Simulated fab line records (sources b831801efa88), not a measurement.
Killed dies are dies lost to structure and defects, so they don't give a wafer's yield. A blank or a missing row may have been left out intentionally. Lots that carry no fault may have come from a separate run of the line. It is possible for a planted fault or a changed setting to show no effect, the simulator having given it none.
fab line records	flow sky130
record: lots: 6	wafers: 18	last_day: 50
route steps=708 shown CONTACT@418
lots that met no fault: taken from a fault-free run of the same line
start_h: hours from the record's opening day to when the first of the lot's shown wafers began	wait_h: how many hours have passed since the lot's step before this one	" identical to the entry in the row above	L1.1+2: a row that stands for several wafers	- value missing, or start not given	* or withheld: withheld	< > ~ a bound
route shown NAME@n: a module of which the file shows steps, and the number in the route of the first	usual: the fault-free wafers' mean and standard deviation	same: alike in all rows	chamber/n: place in a boat	sites: the reading at each site	_std_site: the values' standard deviation	_edge_site: inner sites' mean taken away from outer sites' mean	radius_mm: for every site, how far away it sits from the centre of the wafer	mask NAME#n: copy n	behind: tool/chamber where the wafer was last shaped	hold: cause of the lot's hold/its duration in hours/its outcome	device: the n, p or np transistor that did not switch	end of line: at the end of the route, the tests of the same wafers	for a step that has no rows: nothing shown but its recipe	killed: count of dies lost to structure and defects at first sort (not the wafer's yield)	map: shows each die of a wafer: x if killed, . if not, _ if none is there
set.NAME: setting as actually run; set.NAME@STEP: the setting as run at that earlier step	model.NAME: the simulator's own value behind a step, which no gauge read
lots at selected steps of the route; one table per step, one row per wafer
services: from which hour (start_h, from the record's first day; less than 0 if before it) a tool's chamber was out of use, for how many hours, and why
== steps ==
step: SKY_CONTACT_PEB_12
recipe: peb_temp_c: withheld	peb_time_s: withheld	resist: KrF-thick
step: SKY_CONTACT_DEVELOP_13
recipe: develop_time_s: 60	resist: KrF-thick	dev_temp_c: 21
step: SKY_CONTACT_CD_MEAS_14
recipe: target_cd_nm: 170
usual: cd_nm: 170.4/1.6
lot.wafer	tool	chamber	start_h	wait_h	cd_nm
L669.2	cd_sem-02	-	804.87	-	171.6
L669.3	"	-	"	"	170.0
L669.4	"	-	"	"	170.4
L668.3	cd_sem-01	-	805.54	-	169.8
L668.4	"	-	"	"	170.2
L668.6	"	-	"	"	170.1
L676.1	cd_sem-02	-	857.16	-	171.2
L676.4	"	-	"	"	172.0
L676.6	"	-	"	"	170.7
L679.1	cd_sem-02	-	888.66	-	170.9
L679.2	"	-	"	"	170.3
L679.4	"	-	"	"	171.9
L682.3	cd_sem-01	-	908.54	-	168.5
L682.4	"	-	"	"	168.5
L682.6	"	-	"	"	167.3
L683.1	cd_sem-02	-	908.85	-	174.4
L683.2	"	-	"	"	173.2
L683.4	"	-	"	"	172.7
step: SKY_CONTACT_OVL_MEAS_15
usual: CONTACT_OVL: 1/5.5
lot.wafer	tool	chamber	start_h	wait_h	CONTACT_OVL[nm]
L669.2	overlay-02	-	804.97	0.1	-6
L669.3	"	-	"	"	4
L669.4	"	-	"	"	-2
L668.3	overlay-02	-	805.63	0.1	-1
L668.4	"	-	"	"	8
L668.6	"	-	"	"	5
L676.1	overlay-02	-	857.28	0.1	4
L676.4	"	-	"	"	5
L676.6	"	-	"	"	1
L679.1	overlay-01	-	888.78	0.1	2
L679.2	"	-	"	"	-5
L679.4	"	-	"	"	-2
L682.3	overlay-02	-	908.63	0.1	5
L682.4	"	-	"	"	9
L682.6	"	-	"	"	12
L683.1	overlay-02	-	908.97	0.1	1
L683.2	"	-	"	"	-1
L683.4	"	-	"	"	-2
step: SKY_CONTACT_ETCH_16
recipe: chemistry: N2/H2	target: BARC	ion_energy_ev: 200	source_w: 500	bias_w: 100	pressure_mtorr: 30	n2_flow_sccm: 100	h2_flow_sccm: 200	stop_on: SiO2	time_s: 45.9	target_depth_a: 600
usual: drypump_motor_current_A: 5.6/0.43	oes_product_au: 0.855/0.0046	throttle_valve_pct: 13.224/0.0097
lot.wafer	tool	chamber	start_h	wait_h	drypump_motor_current_A	oes_product_au	rf_hours_counter_h	throttle_valve_pct
L669.2	rie_diel-01	2	805.00	0.0	5.6	0.850	15	13.241
L669.3	"	3	"	"	5.5	0.847	10	13.220
L669.4	"	1	"	"	4.9	0.863	17	13.242
L668.3	rie_diel-04	1	805.65	0.0	5.1	0.862	15	13.217
L668.4	"	0	"	"	5.5	0.850	-	13.210
L668.6	"	2	"	"	6.1	0.851	-	13.222
L676.1	rie_diel-03	3	857.31	0.0	5.9	0.853	8	13.210
L676.4	"	0	"	"	6.3	0.852	14	13.228
L676.6	"	0	"	"	6.3	0.855	-	13.219
L679.1	rie_diel-03	3	888.81	0.0	6.0	0.849	10	13.225
L679.2	"	2	"	"	5.9	0.854	3	13.211
L679.4	"	0	"	"	6.3	0.849	16	13.221
L682.3	rie_diel-04	3	908.65	0.0	5.2	0.853	9	13.229
L682.4	"	3	"	"	5.2	0.853	-	13.229
L682.6	"	1	"	"	5.1	0.854	-	13.232
L683.1	rie_diel-01	2	909.00	0.0	5.6	0.859	18	13.238
L683.2	"	1	"	"	4.9	0.860	19	13.216
L683.4	"	2	"	"	5.6	0.854	-	13.229
step: SKY_CONTACT_ETCH_17
recipe: target: SiO2	chemistry: C4F8/O2/Ar	stop_on: Si3N4	mask_material: KrF-thick	source_w: 1500	bias_w: 1200	pressure_mtorr: 40	c4f8_flow_sccm: withheld	O2_flow_sccm: 6	Ar_flow_sccm: 300	time_s: withheld	target_depth_a: 3400
usual: oes_product_au: 0.893/0.0044
lot.wafer	tool	chamber	start_h	wait_h	oes_product_au
L669.2	rie_diel-01	2	805.05	0.0	0.889
L669.3	"	3	"	"	0.887
L669.4	"	1	"	"	0.892
L668.3	rie_diel-04	1	805.70	0.0	0.892
L668.4	"	0	"	"	0.894
L668.6	"	2	"	"	0.899
L676.1	rie_diel-03	3	857.35	0.0	0.897
L676.4	"	0	"	"	0.895
L676.6	"	0	"	"	0.886
L679.1	rie_diel-03	3	888.85	0.0	0.888
L679.2	"	2	"	"	0.893
L679.4	"	0	"	"	0.892
L682.3	rie_diel-04	3	908.70	0.0	0.899
L682.4	"	3	"	"	0.898
L682.6	"	1	"	"	0.894
L683.1	rie_diel-01	2	909.05	0.0	0.893
L683.2	"	1	"	"	0.889
L683.4	"	2	"	"	0.891
step: SKY_CONTACT_ETCH_18
recipe: target: Si3N4	chemistry: CHF3/O2	stop_on: TiN	source_w: 600	bias_w: 200	pressure_mtorr: 40	chf3_flow_sccm: 50	O2_flow_sccm: 5	time_s: 39	target_depth_a: 750
usual: drypump_motor_current_A: 5.6/0.43	oes_product_au: 0.857/0.0081	throttle_valve_pct: 8.795/0.0098
lot.wafer	tool	chamber	start_h	wait_h	drypump_motor_current_A	oes_product_au	rf_hours_counter_h	throttle_valve_pct
L669.2	rie_diel-01	2	-	-	5.6	0.850	15	8.814
L669.3	"	3	"	"	5.5	0.856	10	8.802
L669.4	"	1	"	"	4.9	0.855	17	8.789
L668.3	rie_diel-04	1	-	-	5.1	0.853	15	8.792
L668.4	"	0	"	"	5.6	0.852	-	8.790
L668.6	"	2	"	"	6.1	0.849	-	8.781
L676.1	rie_diel-03	3	-	-	5.9	0.847	8	8.788
L676.4	"	0	"	"	6.2	0.860	14	8.817
L676.6	"	0	"	"	6.2	0.857	-	8.781
L679.1	rie_diel-03	3	-	-	5.9	0.856	10	8.791
L679.2	"	2	"	"	5.9	0.849	3	8.801
L679.4	"	0	"	"	6.2	0.853	16	8.791
L682.3	rie_diel-04	3	-	-	5.2	0.842	9	8.800
L682.4	"	3	"	"	5.2	0.859	-	8.800
L682.6	"	1	"	"	5.1	0.860	-	8.794
L683.1	rie_diel-01	2	-	-	5.6	0.850	19	8.798
L683.2	"	1	"	"	4.9	0.858	19	8.790
L683.4	"	2	"	"	5.6	0.863	-	8.803
step: SKY_CONTACT_STRIP_19
recipe: chemistry: O2/N2	power_w: 1400	pressure_mtorr: 1500	platen_temp_c: withheld	o2_flow_sccm: 3000	n2_flow_sccm: 300	overash_fraction: 0.5
usual: drypump_motor_current_A: 5.9/0.31	oes_product_au: 0.382/0.0047	strip_time_to_endpoint_s: 3.63/0.039
same: overash_fraction: 0.5
lot.wafer	tool	chamber	start_h	wait_h	drypump_motor_current_A	oes_product_au	rf_hours_counter_h	strip_time_to_endpoint_s
L669.2	plasma_asher-03	1	805.14	-	5.7	0.386	64	3.67
L669.3	"	1	"	"	5.7	0.385	-	3.71
L669.4	"	0	"	"	6.0	0.380	-	3.67
L668.3	plasma_asher-04	0	805.82	-	5.4	0.378	-	3.66
L668.4	"	1	"	"	5.6	0.377	-	3.57
L668.6	"	1	"	"	5.6	0.376	-	3.64
L676.1	plasma_asher-03	0	857.44	-	6.0	0.383	69	3.67
L676.4	"	0	"	"	6.0	0.382	-	3.68
L676.6	"	1	"	"	5.7	0.381	-	3.66
L679.1	plasma_asher-03	0	888.94	-	6.0	0.386	73	3.62
L679.2	"	1	"	"	5.7	0.379	73	3.65
L679.4	"	1	"	"	5.7	0.374	-	3.64
L682.3	plasma_asher-04	0	908.82	-	5.4	0.390	-	3.68
L682.4	"	1	"	"	5.6	0.380	-	3.69
L682.6	"	1	"	"	5.6	0.386	-	3.66
L683.1	plasma_asher-01	0	909.14	-	6.1	0.376	111	3.62
L683.2	"	1	"	"	6.3	0.379	111	3.59
L683.4	"	0	"	"	6.1	0.377	-	3.63
step: SKY_CONTACT_STRIP_20
recipe: chemistry: post_etch_residue_remover	time_s: 1200	temp_c: 72.5
step: SKY_CONTACT_CLEAN_21
recipe: chemistry: IPA	time_s: 180	temp_c: 25
step: SKY_CONTACT_CLEAN_22
recipe: chemistry: O3/DIW	dry: n2_spin
step: SKY_CONTACT_SPUTTER_23
recipe: material: TiN	target_thk_nm: 20	chamber_pressure_pa: 5	power_w: 4000	time_s: 80
usual: throttle_valve_pct: 29.9/0.73
lot.wafer	tool	chamber	start_h	wait_h	throttle_valve_pct
L669.2	pvd_sputter-04	-	805.74	0.0	30.9
L669.3	"	-	"	"	29.3
L669.4	"	-	"	"	30.0
L668.3	pvd_sputter-02	-	806.42	0.0	29.2
L668.4	"	-	"	"	30.1
L668.6	"	-	"	"	29.2
L676.1	pvd_sputter-02	-	858.04	0.0	30.5
L676.4	"	-	"	"	29.5
L676.6	"	-	"	"	30.5
L679.1	pvd_sputter-01	-	889.54	0.0	27.9
L679.2	"	-	"	"	29.8
L679.4	"	-	"	"	29.7
L682.3	pvd_sputter-02	-	909.45	0.0	29.4
L682.4	"	-	"	"	30.6
L682.6	"	-	"	"	29.1
L683.1	pvd_sputter-04	-	909.75	0.0	30.8
L683.2	"	-	"	"	30.0
L683.4	"	-	"	"	29.4
step: SKY_CONTACT_CVD_24
recipe: material: W	target_thk_nm: 340	time_s: 102.12	temp_c: 400	pressure_torr: 40
usual: chamber_pressure_Torr: 40.02/0.092	heater_power_w: 901/88
lot.wafer	tool	chamber	start_h	wait_h	chamber_pressure_Torr	heater_power_w	model.W_of_CONTACT_CVD_24.thk_nm
L669.2	cvd_w-02	1	805.80	0.0	39.95	850	336.3
L669.3	"	1	"	"	39.99	865	331.7
L669.4	"	0	"	"	40.08	1019	342.4
L668.3	cvd_w-01	1	806.51	0.1	39.87	866	338.6
L668.4	"	0	"	"	39.96	829	340.2
L668.6	"	1	"	"	39.95	880	338.9
L676.1	cvd_w-01	1	858.10	0.0	34.93	844	315
L676.4	"	0	"	"	35.10	811	312.6
L676.6	"	1	"	"	35.25	864	314
L679.1	cvd_w-01	1	889.60	0.0	35.07	883	315.2
L679.2	"	0	"	"	34.95	823	315.6
L679.4	"	0	"	"	34.98	797	311.9
L682.3	cvd_w-02	1	909.55	0.1	39.99	894	341.2
L682.4	"	0	"	"	40.07	1045	347.6
L682.6	"	1	"	"	39.96	865	335.9
L683.1	cvd_w-02	1	909.81	0.0	39.95	845	339.2
L683.2	"	0	"	"	39.98	1040	341.7
L683.4	"	1	"	"	39.94	874	334.2
step: SKY_CONTACT_RS_MEAS_25
recipe: thk_meas_gauge: four-point-probe	reads: W_of_CONTACT_CVD_24+TiN_of_CONTACT_SPUTTER_23
usual: CONTACT_W_RS: 0.338/0.0049
lot.wafer	tool	chamber	start_h	wait_h	hold	CONTACT_W_RS[ohm/sq]
L669.2	film_metro-01	-	805.93	0.1	-	0.341
L669.3	"	-	"	"	-	0.347
L669.4	"	-	"	"	-	0.336
L668.3	film_metro-02	-	806.63	0.1	-	0.339
L668.4	"	-	"	"	-	0.337
L668.6	"	-	"	"	-	0.338
L676.1	film_metro-03	-	858.22	0.1	await_dispo/0.2h/release	0.364
L676.4	"	-	"	"	await_dispo/0.2h/release	0.369
L676.6	"	-	"	"	await_dispo/0.2h/release	0.366
L676.1	film_metro-03	-	858.50	0.3	-	0.365
L676.4	"	-	"	"	-	0.367
L676.6	"	-	"	"	-	0.367
L679.1	film_metro-03	-	889.71	0.1	await_dispo/0.2h/release	0.365
L679.2	"	-	"	"	await_dispo/0.2h/release	0.364
L679.4	"	-	"	"	await_dispo/0.2h/release	0.368
L679.1	film_metro-03	-	890.01	0.3	-	0.365
L679.2	"	-	"	"	-	0.364
L679.4	"	-	"	"	-	0.369
L682.3	film_metro-03	-	909.67	0.1	-	0.336
L682.4	"	-	"	"	-	0.331
L682.6	"	-	"	"	-	0.342
L683.1	film_metro-02	-	909.92	0.1	-	0.337
L683.2	"	-	"	"	-	0.335
L683.4	"	-	"	"	-	0.343
step: SKY_CONTACT_THK_MEAS_26
recipe: thk_meas_gauge: xrf	reads: W_of_CONTACT_CVD_24
usual: CONTACT_W_THK: 340/5.6
lot.wafer	tool	chamber	start_h	wait_h	hold	CONTACT_W_THK[nm]
L669.2	film_metro-01	-	806.04	0.1	-	336
L669.3	"	-	"	"	-	331
L669.4	"	-	"	"	-	342
L668.3	film_metro-02	-	806.73	0.1	-	335
L668.4	"	-	"	"	-	337
L668.6	"	-	"	"	-	335
L676.1	film_metro-03	-	862.19	3.7	await_dispo/0.2h/release	319
L676.4	"	-	"	"	await_dispo/0.2h/release	316
L676.6	"	-	"	"	await_dispo/0.2h/release	319
L676.1	film_metro-03	-	862.49	0.3	-	320
L676.4	"	-	"	"	-	319
L676.6	"	-	"	"	-	319
L679.1	film_metro-03	-	892.07	2.0	await_dispo/0.2h/release	318
L679.2	"	-	"	"	await_dispo/0.2h/release	319
L679.4	"	-	"	"	await_dispo/0.2h/release	318
L679.1	film_metro-03	-	892.30	0.2	-	319
L679.2	"	-	"	"	-	320
L679.4	"	-	"	"	-	318
L682.3	film_metro-03	-	909.77	0.1	-	349
L682.4	"	-	"	"	-	353
L682.6	"	-	"	"	-	341
L683.1	film_metro-02	-	910.04	0.1	-	338
L683.2	"	-	"	"	-	339
L683.4	"	-	"	"	-	332
== services ==
tool	chamber	start_h	hours	kind
rie_diel-03	2	781.66	-	clean
rie_diel-03	2	781.66	24.5	scheduled_down
rie_diel-03	2	781.66	24.5	vent_cycle
pvd_sputter-01	-	784.47	0.7	repair
plasma_asher-03	-	796.01	2.4	repair
rie_diel-04	3	797.73	35.4	repair
plasma_asher-01	-	818.64	16.4	pm
pvd_sputter-01	-	857.15	2.5	repair
pvd_sputter-04	-	858.45	7.5	repair
pvd_sputter-01	-	868.29	0.9	repair
rie_diel-01	3	868.54	1.3	repair
rie_diel-04	2	873.18	4.5	repair
rie_diel-04	2	885.43	29.3	repair
rie_diel-04	-	889.46	0.2	repair
rie_diel-01	-	901.37	0.5	repair
rie_diel-01	0	901.42	11.7	repair
cvd_w-01	-	904.00	14.0	pm
cvd_w-01	0	904.00	14.0	vent_cycle
cvd_w-01	1	904.00	14.0	vent_cycle
== key ==
first_sign: step: SKY_CONTACT_CVD_24	reading: chamber_pressure_Torr	direction: down	sigmas: 54	usual: 40.02	struck: 35.05
effect: step: SKY_CONTACT_RS_MEAS_25	reading: visit	direction: added
effect: step: SKY_CONTACT_RS_MEAS_25	reading: CONTACT_W_RS	direction: up	sigmas: 5.7	usual: 0.338	struck: 0.366
effect: step: SKY_CONTACT_THK_MEAS_26	reading: visit	direction: added
model_effect: step: SKY_CONTACT_CVD_24	value: W_of_CONTACT_CVD_24.thk_nm	without: 336	struck: 314
met_at SKY_CONTACT_CVD_24
struck_wafers L676.1,L676.4,L676.6,L679.1,L679.2,L679.4
sort_left_out L676.1,L676.4,L676.6
tester_left_out L676,L679
onset_between 806.51 858.10
fault: kind: process_parameter_drift	tool: cvd_w-01	chamber: -	onset_h: 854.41	steps: SKY_CONTACT_CVD_24	channel: pressure_torr	offset: -5.0236	shape: step	end_h: 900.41	acts_in: these_recipes_only	stated: 40
tester_left_out: of these lots the tester's yield and bins aren't shown, on N5 and GAA mostly nor the transistor test; their killed dies are dies lost to structure and defects alone, not to doping, threshold or leakage, so they don't give the yield
sort_left_out: the simulated sort isn't trusted on such a fault, so these wafers' sort isn't shown, and their yield isn't known
